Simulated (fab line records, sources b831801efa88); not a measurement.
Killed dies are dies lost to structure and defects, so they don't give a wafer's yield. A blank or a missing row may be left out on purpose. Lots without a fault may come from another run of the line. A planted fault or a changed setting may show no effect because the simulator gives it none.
fab line records | flow sky130
record lots=6 wafers=18 last_day=50
route steps=708 shown METAL1@440 PAD_OPEN@708
lots that met no fault: from a run of the same line without faults
start_h: hours from the record's first day to the start of the lot's first wafer shown | wait_h: hours since the lot's step before | " the same as in the row above | L1.1+2: a row that stands for several wafers | - no value, or no start given | * or withheld: withheld | < > ~ a bound
route shown NAME@n: a module of which the file shows steps, and the number in the route of the first | usual: mean/standard deviation of fault-free wafers | same: alike in all rows | chamber/n: place in a boat | sites: the reading at each site | _std_site: their standard deviation | _edge_site: outer sites' mean less inner sites' | radius_mm: how far each site lies from the wafer's centre | mask NAME#n: copy n | behind: the tool/chamber that last shaped the wafer | hold: why the lot was held/for how many hours/how that ended | device: the transistor (n, p or np) that didn't switch | end of line: the same wafers' tests at the end of the route | a step without rows: its recipe alone | killed: dies lost to structure and defects at the first sort, not the wafer's yield | map: a wafer's dies, x killed, . not, _ none there
set.NAME: the setting as run; set.NAME@STEP: as run at that earlier step | model.NAME: the simulator's own value behind a step, which no gauge read
lots at some steps of the route; a table a step, a row a wafer
services: from which hour (start_h, from the record's first day; less than 0 if before it) a tool's chamber was out of use, for how many hours, and why
## steps
# step SKY_METAL1_THK_MEAS_06
# recipe thk_meas_gauge=xrf reads=AlCu_of_METAL1_SPUTTER_02
# usual METAL1_ALCU_THK=251/3.3
# columns lot.wafer tool chamber start_h wait_h METAL1_ALCU_THK[nm]
L340.2 film_metro-01 - 755.23 0.1 247
L340.4 " - " " 248
L340.5 " - " " 251
L348.2 film_metro-01 - 836.10 0.1 245
L348.4 " - " " 248
L348.5 " - " " 249
L352.1 film_metro-03 - 856.88 0.1 252
L352.3 " - " " 252
L352.6 " - " " 249
L353.2 film_metro-01 - 859.43 0.1 251
L353.4 " - " " 256
L353.5 " - " " 251
L356.2 film_metro-03 - 880.05 0.1 253
L356.4 " - " " 249
L356.6 " - " " 246
L359.1 film_metro-01 - 915.63 0.1 247
L359.2 " - " " 246
L359.6 " - " " 247
# step SKY_METAL1_DEHYDRATE_07
# recipe temp_c=200 time_s=60
# step SKY_METAL1_HMDS_08
# recipe prime_time_s=60 prime_temp_c=120
# step SKY_METAL1_COAT_09
# recipe resist=BARC temp_c=withheld time_s=withheld spin_rpm=3000 resist_thk_nm=60
# step SKY_METAL1_COAT_10
# recipe resist=KrF-thick spin_rpm=3000 resist_thk_nm=450
# step SKY_METAL1_SOFTBAKE_11
# recipe temp_c=100 time_s=90 resist=KrF-thick
# step SKY_METAL1_EXPOSE_12
# recipe mask_id=MM1 na=0.8 source_shape=annular sigma_inner=0.55 sigma_outer=0.85 target_cd_nm=140 dose_mj=28
# step SKY_METAL1_PEB_13
# recipe peb_temp_c=withheld peb_time_s=withheld resist=KrF-thick
# step SKY_METAL1_DEVELOP_14
# recipe develop_time_s=60 resist=KrF-thick dev_temp_c=21
# step SKY_METAL1_CD_MEAS_15
# recipe target_cd_nm=140
# usual cd_nm=139.8/1.5
# columns lot.wafer tool chamber start_h wait_h cd_nm
L340.2 cd_sem-02 - 782.39 - 138.8
L340.4 " - " " 140.2
L340.5 " - " " 141.0
L348.2 cd_sem-02 - 862.83 - 138.8
L348.4 " - " " 138.4
L348.5 " - " " 141.5
L352.1 cd_sem-02 - 882.57 - 140.8
L352.3 " - " " 141.5
L352.6 " - " " 142.2
L353.2 cd_sem-01 - 885.49 - 142.1
L353.4 " - " " 142.3
L353.5 " - " " 142.5
L356.2 cd_sem-01 - 906.04 - 140.6
L356.4 " - " " 140.1
L356.6 " - " " 140.1
L359.1 cd_sem-02 - 941.12 - 139.8
L359.2 " - " " 139.6
L359.6 " - " " 139.7
# step SKY_METAL1_OVL_MEAS_16
# usual METAL1_OVL=-2/6.6
# columns lot.wafer tool chamber start_h wait_h METAL1_OVL[nm]
L340.2 overlay-01 - 782.50 0.1 8
L340.4 " - " " 4
L340.5 " - " " 8
L348.2 overlay-01 - 862.94 0.1 -6
L348.4 " - " " -8
L348.5 " - " " -4
L352.1 overlay-02 - 882.69 0.1 -5
L352.3 " - " " -3
L352.6 " - " " 0
L353.2 overlay-02 - 885.60 0.1 -6
L353.4 " - " " -1
L353.5 " - " " 0
L356.2 overlay-02 - 906.15 0.1 -6
L356.4 " - " " 2
L356.6 " - " " -1
L359.1 overlay-01 - 941.24 0.1 3
L359.2 " - " " 0
L359.6 " - " " -6
# step SKY_METAL1_DESCUM_17
# recipe chemistry=O2 source_power_w=150 bias_power_w=0 pressure_mtorr=10 temp_c=40 time_s=8
# usual drypump_motor_current_A=6.1/0.32 oes_product_au=0.991/0.015
# same bias_power_w=0
# columns lot.wafer tool chamber start_h wait_h drypump_motor_current_A oes_product_au rf_hours_counter_h
L340.2 rie_metal-02 1 782.54 0.0 5.7 0.977 -
L340.4 " 1 " " 5.7 0.973 -
L340.5 " 1 " " 5.7 0.985 -
L348.2 rie_metal-01 1 862.97 0.0 6.4 1.006 3
L348.4 " 1 " " 6.4 1.002 -
L348.5 " 0 " " 6.1 0.982 -
L352.1 rie_metal-01 1 882.73 0.0 6.4 1.000 4
L352.3 " 0 " " 6.1 0.974 -
L352.6 " 0 " " 6.1 0.975 -
L353.2 rie_metal-02 0 885.63 0.0 6.1 0.986 4
L353.4 " 1 " " 5.7 0.989 -
L353.5 " 0 " " 6.0 0.993 -
L356.2 rie_metal-01 0 906.18 0.0 6.2 0.986 15
L356.4 " 0 " " 6.2 0.979 -
L356.6 " 0 " " 6.2 0.985 -
L359.1 rie_metal-02 0 941.28 0.0 6.1 0.998 8
L359.2 " 1 " " 5.7 0.969 0
L359.6 " 0 " " 6.1 0.993 -
# step SKY_METAL1_ETCH_18
# recipe chemistry=N2/H2 target=BARC ion_energy_ev=200 bias_w=100 pressure_mtorr=30 n2_flow_sccm=100 h2_flow_sccm=200 icp_w=500 stop_on=SiO2 time_s=45.9 target_depth_a=600
# usual drypump_motor_current_A=6.1/0.32 oes_product_au=0.855/0.0047 rf_fwd_power_W=494.1/2.4 throttle_valve_pct=13.225/0.0091
# columns lot.wafer tool chamber start_h wait_h drypump_motor_current_A oes_product_au rf_fwd_power_W rf_hours_counter_h throttle_valve_pct model.KrF-thick_of_METAL1_COAT_10.thk_nm
L340.2 rie_metal-02 1 782.61 0.1 5.8 0.845 496.7 - 13.238 391
L340.4 " 1 " " 5.7 0.849 495.4 - 13.238 390.8
L340.5 " 1 " " 5.7 0.858 496.9 - 13.231 391.9
L348.2 rie_metal-01 1 863.00 0.0 6.4 0.851 489.4 3 13.213 392
L348.4 " 1 " " 6.4 0.856 491.3 - 13.217 390.5
L348.5 " 0 " " 6.1 0.858 494.8 - 13.220 394.9
L352.1 rie_metal-01 1 882.76 0.0 6.4 0.857 411.5 4 13.215 398.4
L352.3 " 0 " " 6.1 0.856 415.9 - 13.220 399.9
L352.6 " 0 " " 6.1 0.853 414.2 - 13.232 401.4
L353.2 rie_metal-02 0 885.66 0.0 6.1 0.855 494.1 4 13.247 394.8
L353.4 " 1 " " 5.7 0.857 494.6 - 13.223 393.7
L353.5 " 0 " " 6.0 0.860 493.8 - 13.220 393.5
L356.2 rie_metal-01 0 906.22 0.0 6.2 0.854 413.6 15 13.222 401.7
L356.4 " 0 " " 6.2 0.854 412.4 - 13.197 402.1
L356.6 " 0 " " 6.2 0.848 413.7 - 13.225 401.5
L359.1 rie_metal-02 0 941.31 0.0 6.1 0.854 496.2 8 13.220 392.6
L359.2 " 1 " " 5.7 0.856 497.5 0 13.222 394.2
L359.6 " 0 " " 6.1 0.850 494.0 - 13.234 393.3
# step SKY_METAL1_METAL_ETCH_19
# recipe target_depth_a=3600 stop_on=SiO2 over_etch_frac=0.3 time_s=78 chemistry=Cl2/BCl3 resist_sidewall_deg=88 pressure_mtorr=10 icp_w=900 bias_w=48.5 Cl2_flow_sccm=60 bcl3_flow_sccm=30
# usual drypump_motor_current_A=6.1/0.31 oes_product_au=0.853/0.0067 rf_fwd_power_W=892/3.6 throttle_valve_pct=22.266/0.0093
# same over_etch_frac=0.3
# columns lot.wafer tool chamber start_h wait_h drypump_motor_current_A oes_product_au rf_fwd_power_W rf_hours_counter_h throttle_valve_pct
L340.2 rie_metal-02 1 782.75 0.1 5.7 0.839 895 - 22.254
L340.4 " 1 " " 5.7 0.857 895 - 22.266
L340.5 " 1 " " 5.7 0.857 897 - 22.257
L348.2 rie_metal-01 1 863.06 0.0 6.4 0.845 890 3 22.265
L348.4 " 1 " " 6.4 0.852 888 - 22.266
L348.5 " 0 " " 6.2 0.844 886 - 22.259
L352.1 rie_metal-01 1 882.82 0.0 6.4 0.859 884 4 22.258
L352.3 " 0 " " 6.2 0.856 892 - 22.268
L352.6 " 0 " " 6.2 0.855 889 - 22.270
L353.2 rie_metal-02 0 885.72 0.0 6.0 0.851 892 4 22.272
L353.4 " 1 " " 5.7 0.852 890 - 22.266
L353.5 " 0 " " 6.0 0.852 891 - 22.262
L356.2 rie_metal-01 0 906.30 0.1 6.2 0.857 894 15 22.264
L356.4 " 0 " " 6.2 0.852 892 - 22.263
L356.6 " 0 " " 6.1 0.846 890 - 22.256
L359.1 rie_metal-02 0 941.37 0.0 6.0 0.844 895 8 22.267
L359.2 " 1 " " 5.7 0.854 894 0 22.264
L359.6 " 0 " " 6.1 0.853 890 - 22.270
# step SKY_PAD_OPEN_PROBE_99
# usual defect_limited_yield=82.0/1.9 killed_at_M0_to_M3=46/6.7 killed_at_M4_up=3.3/2 killed_at_contacts=24/5.4 killed_at_front_end=15/4.3 killed_at_other=0.4/0.64 killed_dies=89/9.1 killed_open=48/7.2 killed_short=40/6.3 sort_bin_3_pad_short=0.9/0.42 sort_bin_5_function=10.8/1.5 sort_bin_6_memory=6.4/1.1 sort_n_pass=403/9.1 sort_yield_pct=82.0/1.9
# same gross_dies=492 killed_at_back_side=0 sort_bin_4_leakage[%]=0 sort_bin_8_speed[%]=0
# columns lot.wafer tool chamber start_h wait_h defect_limited_yield[%] killed_at_M0_to_M3 killed_at_M4_up killed_at_contacts killed_at_front_end killed_at_other killed_dies killed_open killed_short sort_bin_3_pad_short[%] sort_bin_5_function[%] sort_bin_6_memory[%] sort_n_pass sort_yield_pct[%]
L356.2 prober-02 - 1184.29 0.1 79.3 53 2 25 22 0 102 56 46 1.4 13.0 6.3 390 79.3
L356.4 prober-02 - 1184.39 0.2 80.5 60 4 22 10 0 96 56 40 0.4 12.4 6.7 396 80.5
L356.6 prober-02 - 1184.49 0.2 80.9 57 2 24 10 1 94 58 35 0.8 13.0 5.3 398 80.9
# killed by level:class
L356.2 VIA1:geometric_particle:open=10 FIELD_ISO:geometric_particle:open=9 VIA2:geometric_particle:open=9 METAL1:geometric_particle:short=9 LI_CONTACT:geometric_particle:open=7 VIA1:geometric_particle:short=7 LI_CONTACT:geometric_particle:short=6 POLY_GATE:geometric_particle:open=5
L356.4 VIA1:geometric_particle:open=16 CONTACT:geometric_particle:open=10 VIA2:geometric_particle:open=10 CONTACT:geometric_particle:short=7 VIA3:geometric_particle:open=7 METAL1:geometric_particle:short=7 LI_CONTACT:geometric_particle:open=5 METAL2:geometric_particle:short=5
L356.6 VIA2:geometric_particle:open=11 VIA1:geometric_particle:open=10 LI_CONTACT:geometric_particle:open=7 METAL1:geometric_particle:short=7 CONTACT:geometric_particle:open=6 VIA3:geometric_particle:open=5 POLY_GATE:geometric_particle:short=4 LOCAL_INTERCONNECT:geometric_particle:open=4
## services
# columns tool chamber start_h hours kind
rie_metal-01 1 762.17 - clean
rie_metal-01 1 762.17 16.6 scheduled_down
rie_metal-01 1 762.17 16.6 vent_cycle
rie_metal-02 0 764.36 - clean
rie_metal-02 0 764.36 18.4 scheduled_down
rie_metal-02 0 764.36 18.4 vent_cycle
rie_metal-02 1 797.27 13.0 repair
rie_metal-02 0 826.93 2.3 repair
rie_metal-02 1 901.21 - clean
rie_metal-02 1 901.21 27.0 scheduled_down
rie_metal-02 1 901.21 27.0 vent_cycle
## key
first_sign step=SKY_METAL1_ETCH_18 reading=rf_fwd_power_W direction=down sigmas=33 usual=494.1 struck=413.5
effect none on later readings
model_effect step=SKY_METAL1_ETCH_18 value=KrF-thick_of_METAL1_COAT_10.thk_nm without=394.8 struck=400.8
met_at SKY_METAL1_ETCH_18
struck_wafers L352.1,L352.3,L352.6,L356.2,L356.4,L356.6
onset_between 863.00 882.76
fault kind=process_parameter_drift tool=rie_metal-01 chamber=- onset_h=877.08 steps=SKY_METAL1_ETCH_18 channel=icp_w offset=-80 shape=step end_h=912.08 acts_in=these_recipes_only stated=500
